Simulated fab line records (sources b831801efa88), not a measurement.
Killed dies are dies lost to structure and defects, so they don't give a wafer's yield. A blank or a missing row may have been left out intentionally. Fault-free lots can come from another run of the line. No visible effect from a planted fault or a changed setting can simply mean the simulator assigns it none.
Which of the tools did it? | flow sky130 | 11 lots, 33 wafers sampled, at 5 steps of a route of 708

== WHAT THE GAUGES READ, wafer by wafer ==
SKY_VT_ADJUST_LVTN_OVL_MEAS_07. Usual: VT_ADJUST_LVTN_OVL 0.0 nm, standard deviation 1.4.
lot  | measured     | on         | VT_ADJUST_LVTN_OVL (nm) | flag
L657 | day 6 22:16  | overlay-01 | -1.2 0.2 1.2            |
L658 | day 7 05:16  | overlay-02 | -1.4 -1.7 -1.5          |
L659 | day 7 11:14  | overlay-02 | -1.4 1.5 -1.8           |
L660 | day 7 13:47  | overlay-02 | -3.0 -1.9 -1.3          |
L661 | day 7 19:35  | overlay-02 | 0.4 1.1 -0.4            |
L670 | day 11 02:16 | overlay-02 | -1.7 -1.1 -1.5          |
L669 | day 11 02:20 | overlay-01 | 5.4 5.2 3.3             | OFF
L671 | day 11 03:20 | overlay-01 | 2.9 1.2 2.6             |
L674 | day 11 16:19 | overlay-01 | -1.4 0.7 -0.4           |
L678 | day 12 16:31 | overlay-02 | 0.1 -2.3 -1.0           |
L679 | day 12 20:13 | overlay-02 | 0.1 -0.5 0.1            |

SKY_VT_ADJUST_HVTR_CD_MEAS_07: target cd 380 nm. Usual: cd nm at 379.4 nm, with a standard deviation of 2.
lot  | measured     | on        | cd nm (nm)        | flag
L657 | day 9 13:10  | cd sem-01 | 382.2 379.4 381.7 |
L658 | day 9 19:34  | cd sem-01 | 380.5 378.3 377.6 |
L659 | day 10 03:21 | cd sem-02 | 380.6 378.8 379.8 |
L660 | day 10 05:28 | cd sem-02 | 376.7 378.5 379.4 |
L661 | day 10 13:43 | cd sem-02 | 377.8 379.1 379.4 |
L670 | day 13 17:14 | cd sem-02 | 382.0 381.0 379.6 |
L669 | day 13 17:29 | cd sem-01 | 380.5 377.9 377.7 |
L671 | day 13 17:59 | cd sem-01 | 382.4 386.2 383.2 |
L674 | day 14 06:17 | cd sem-01 | 375.5 375.6 376.6 |
L678 | day 15 09:28 | cd sem-01 | 379.8 376.9 379.0 |
L679 | day 15 13:43 | cd sem-02 | 376.5 376.9 378.1 |

== WHICH TOOL RAN EACH LOT (tool, then ch and the chambers of the sampled wafers, then the start) ==
lot  | SKY_NWELL_RTA_28                 | SKY_VT_ADJUST_LVTN_EXPOSE_04        | SKY_VT_ADJUST_LVTN_STRIP_20
L657 | rtp anneal-02 ch 0, day 5 09:13  | iline stepper-01 ch 0, day 6 13:47  | plasma asher-03 ch 0,1, day 7 18:33
L658 | rtp anneal-01 ch 0, day 5 16:19  | iline stepper-01 ch 0, day 6 19:24  | plasma asher-02 ch 0,1, day 8 00:45
L659 | rtp anneal-02 ch 0, day 5 20:30  | iline stepper-02 ch 0, day 7 01:02  | plasma asher-02 ch 0,1, day 8 08:03
L660 | rtp anneal-01 ch 0, day 5 23:22  | iline stepper-02 ch 0, day 7 03:40  | plasma asher-01 ch 0,1, day 8 10:20
L661 | rtp anneal-02 ch 0, day 6 03:49  | iline stepper-01 ch 0, day 7 10:02  | plasma asher-01 ch 0,1, day 8 16:36
L670 | rtp anneal-02 ch 0, day 9 03:22  | iline stepper-02 ch 0, day 10 14:25 | plasma asher-02 ch 0,1, day 12 01:57
L669 | rtp anneal-01 ch 0, day 9 04:52  | iline stepper-01 ch 0, day 10 14:41 | plasma asher-03 ch 0,1, day 12 02:10
L671 | rtp anneal-02 ch 0, day 9 05:50  | iline stepper-02 ch 0, day 10 16:10 | plasma asher-01 ch 0,1, day 12 03:21
L674 | rtp anneal-02 ch 0, day 9 18:21  | iline stepper-02 ch 0, day 11 05:02 | plasma asher-03 ch 0,1, day 12 15:48
L678 | rtp anneal-02 ch 0, day 10 17:50 | iline stepper-02 ch 0, day 12 05:44 | plasma asher-01 ch 0,1, day 13 11:13
L679 | rtp anneal-01 ch 0, day 10 23:31 | iline stepper-02 ch 0, day 12 10:19 | plasma asher-02 ch 0,1, day 13 14:58
- SKY_NWELL_RTA_28: time 30 s.
- SKY_VT_ADJUST_LVTN_EXPOSE_04: exposes mask NWM COMPLEMENT LESS NATIVE, target cd 840 nm.
- SKY_VT_ADJUST_LVTN_STRIP_20: strips in O2/N2.

== AS READ BY THE TOOLS THEMSELVES (means over the sampled wafers that have a number; for cases with no such wafer, the mark the record gives instead) ==
SKY_NWELL_RTA_28. Usual: chamber o2 ppm 2.000, standard deviation 0.022; lamp power pct 25.31 %, standard deviation 0.062; wafer_temp_C_max 1054.9, standard deviation 0.98.
lot  | tool          | chamber o2 ppm | lamp power pct (%) | wafer_temp_C_max | flag
L657 | rtp anneal-02 | 2.016          | 25.32              | 1054.9           |
L658 | rtp anneal-01 | 2.004          | 25.31              | 1054.4           |
L659 | rtp anneal-02 | 1.982          | 25.32              | 1055.9           |
L660 | rtp anneal-01 | 1.991          | 25.26              | 1055.7           |
L661 | rtp anneal-02 | 1.980          | 25.34              | 1055.4           |
L670 | rtp anneal-02 | 2.039          | 25.32              | 1054.6           |
L669 | rtp anneal-01 | 2.009          | 25.29              | 1055.2           |
L671 | rtp anneal-02 | 2.012          | 25.31              | 1055.1           |
L674 | rtp anneal-02 | 1.988          | 25.30              | 1055.1           |
L678 | rtp anneal-02 | 2.005          | 25.29              | 1055.3           |
L679 | rtp anneal-01 | 1.981          | 25.34              | 1055.9           |

SKY_VT_ADJUST_LVTN_EXPOSE_04. Usual: focus offset nm at -0.1 nm, with a standard deviation of 0.5.
lot  | tool             | focus offset nm (nm) | flag
L657 | iline stepper-01 | -0.2                 |
L658 | iline stepper-01 | -0.3                 |
L659 | iline stepper-02 | -0.4                 |
L660 | iline stepper-02 | 0.2                  |
L661 | iline stepper-01 | -0.9                 |
L670 | iline stepper-02 | -0.7                 |
L669 | iline stepper-01 | -0.2                 |
L671 | iline stepper-02 | -0.2                 |
L674 | iline stepper-02 | -0.3                 |
L678 | iline stepper-02 | -0.0                 |
L679 | iline stepper-02 | -0.2                 |

SKY_VT_ADJUST_LVTN_STRIP_20. Usual: drypump motor current A 6.0 A, standard deviation 0.31; oes product au 0.715 a.u., standard deviation 0.0045; strip time to endpoint s 14.19 s, standard deviation 0.039.
lot  | tool            | drypump motor current A (A) | oes product au (a.u.) | strip time to endpoint s (s) | flag
L657 | plasma asher-03 | 6.3                         | 0.714                 | 14.14                        |
L658 | plasma asher-02 | 5.7                         | 0.717                 | 14.23                        |
L659 | plasma asher-02 | 5.7                         | 0.718                 | 14.20                        |
L660 | plasma asher-01 | 6.1                         | 0.713                 | 14.20                        |
L661 | plasma asher-01 | 6.1                         | 0.713                 | 14.21                        |
L670 | plasma asher-02 | 5.8                         | 0.714                 | 14.15                        |
L669 | plasma asher-03 | 6.2                         | 0.707                 | 14.19                        |
L671 | plasma asher-01 | 6.1                         | 0.717                 | 14.20                        |
L674 | plasma asher-03 | 6.3                         | 0.716                 | 14.24                        |
L678 | plasma asher-01 | 6.2                         | 0.711                 | 14.18                        |
L679 | plasma asher-02 | 5.7                         | 0.716                 | 14.25                        |

== THE ANSWER, worked out from the rows above alone ==
Rule: a lot counts as off when the mean over its wafers that have a number is more than 3 standard deviations away from the usual mean. Also off: a lot with no number at a reading for which 4 or more lots have one. The other lots that the step has rows for count as sound. Order of review: gauges by route order, followed by the tools' own readings, for which a lot's mean as printed above is used. At the first step where some lot is off, the reading lying furthest off is the one used; lots without a number count as furthest.
Off: at SKY_VT_ADJUST_LVTN_OVL_MEAS_07 (VT_ADJUST_LVTN_OVL), L669.
If a tool, at a process step before that reading, ran all the lots that are off and no sound lot after the first of them, it fits. The gauges at SKY_VT_ADJUST_LVTN_OVL_MEAS_07 are tried like those tools. One fits: SKY_VT_ADJUST_LVTN_EXPOSE_04 on iline stepper-01. A fault onset in the window from L661 (day 7 10:02, its last sound lot) to L669 (day 10 14:41, its first lot off) fits.

== WHAT WAS PUT IN BY THE SIMULATOR ==
Scanner matching overlay: iline stepper-01, from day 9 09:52 on, at SKY_VT_ADJUST_LVTN_EXPOSE_04. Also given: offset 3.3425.
Shown lots that were struck: L669. The rule above reached the same finding.
